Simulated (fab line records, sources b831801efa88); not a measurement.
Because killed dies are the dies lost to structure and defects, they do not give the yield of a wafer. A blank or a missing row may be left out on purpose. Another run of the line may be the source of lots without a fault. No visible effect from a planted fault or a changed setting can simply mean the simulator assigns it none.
Which tool is to blame? | flow sky130 | 6 lots, 18 wafers sampled, at 1 step of a route of 708

WHAT EACH GAUGE READ, for each wafer
SKY_PWDE_TW_MEAS_10.
lot  | measured    | on            | PWDE_TW
L932 | day 4 09:44 | film_metro-01 | 372.2 371.5 372.8
L934 | day 4 19:33 | film_metro-03 | 374.1 374.6 373.3
L936 | day 5 07:26 | film_metro-03 | 370.5 371.9 370.3
L940 | day 6 02:44 | film_metro-02 | 374.1 373.8 374.4
L950 | day 8 19:13 | film_metro-01 | 373.8 373.1 375.1
L952 | day 9 03:01 | film_metro-03 | 373.2 370.4 370.6

TOOL THAT RAN EACH LOT (tool first, then ch and the chambers of the sampled wafers, then the start)
The record shows no process step preceding these readings.

THE ANSWER, worked out from the rows above alone
Rule: the lots themselves supply what counts as usual. The widest of any qualifying gaps counts: lots, ordered by their means at a reading, are off when they make up no more than a third of the lots, leave a main group of 4 or more, and stand apart from it by 3 or more times the standard deviation of that group's means. A main group whose means are all the same, to the digits that the tables above print for the reading, isn't used. A lot without any number at a reading at which 4 lots or more have one is off too. Where the step has rows for the other lots, those lots are counted as sound.
No lot is off at any reading shown: from this, nothing can be told.

WHAT HAD BEEN PUT IN BY THE SIMULATOR
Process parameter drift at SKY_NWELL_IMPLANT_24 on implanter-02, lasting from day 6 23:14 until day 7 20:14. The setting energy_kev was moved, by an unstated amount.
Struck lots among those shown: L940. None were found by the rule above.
